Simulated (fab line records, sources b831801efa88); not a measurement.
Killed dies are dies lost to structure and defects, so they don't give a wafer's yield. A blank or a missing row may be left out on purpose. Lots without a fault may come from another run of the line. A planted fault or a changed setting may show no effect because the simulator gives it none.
Problem report in the 8D (eight disciplines) form, filled by code | flow sfq_line | the parts of the form that need people (team, actions taken, sign-off) are left out

1. THE PROBLEM
run_length_s at SFQ_TRILAYER_M4_BARC_OPEN_METAL_ETCH_123 reads a mean of 72.39 s on 6 wafers of 2 lots; wafers without a fault read 69.98 s with a standard deviation of 0.28. That is +8.6 standard deviations from the usual mean.
The step: etches BARC in O2, target depth 125 nm, time 41.7 s.
First seen on wafer L880.2, day 38 10:40, on rie_metal-04. The record holds 18 wafers of 6 lots with a number at this step. Rule for "out", or "out of limits": more than 4 standard deviations from the usual mean. The other wafers with a number count as sound.

2. WHAT IT IS AND WHAT IT IS NOT
question                    | is                     | is not
which readings at this step | run_length_s           | drypump_motor_current_A
which lots                  | L880, L882             | L873, L876, L888, L890
which wafers of those lots  | all that have a number | -
read on which tools         | rie_metal-04           | rie_metal-02, rie_metal-03
when                        | from day 38 10:40      | up to then (6 sound wafers); but 6 sound wafers of L888, L890 came after

3. SUSPECTS, AND WHAT RULES EACH OUT
Counting: a tool at a process step up to the reading stays a suspect if it ran every lot that is out and no sound lot after the first of them.
- rie_metal-04 at SFQ_TRILAYER_M4_BARC_OPEN_METAL_ETCH_123 (etches BARC in O2, target depth 125 nm, time 41.7 s): kept. It ran every lot that is out, first L880 (day 38 10:40), and no sound lot after that; its last sound lot up to then is L876 (day 37 15:28). Its own readings are out on those wafers: run_length_s.
Left after counting: rie_metal-04 at SFQ_TRILAYER_M4_BARC_OPEN_METAL_ETCH_123.

4. THE CAUSE (what the simulator had put in)
Process parameter drift: rie_metal-04, from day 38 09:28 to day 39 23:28, at SFQ_TRILAYER_M4_BARC_OPEN_METAL_ETCH_123. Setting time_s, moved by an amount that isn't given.
Counting left only this tool.

5. THE CHAIN OF EFFECTS, in route order
Each row: a reading whose mean over the struck wafers that have a number lies more than 3 standard deviations from the usual. Only readings for which the record gives a usual standard deviation are gone through. hours: the time from each lot's start at the first step in this table that gives one to its start at this step, as a median over the lots. sigmas: the change in usual standard deviations.
hours | step                                     | reading        | usual      | on struck wafers | change | sigmas
0     | SFQ_TRILAYER_M4_BARC_OPEN_METAL_ETCH_123 | oes_product_au | 0.685 a.u. | 0.671            | -0.014 | -3.2
0     | SFQ_TRILAYER_M4_BARC_OPEN_METAL_ETCH_123 | run_length_s   | 69.98 s    | 72.39            | +2.41  | +8.6
The process steps in it:
- SFQ_TRILAYER_M4_BARC_OPEN_METAL_ETCH_123: etches BARC in O2, target depth 125 nm, time 41.7 s.

6. WHAT WOULD HAVE CAUGHT IT SOONER
In this record the first reading out of limits was taken at day 38 10:40, 1 hour after the fault began at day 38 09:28.
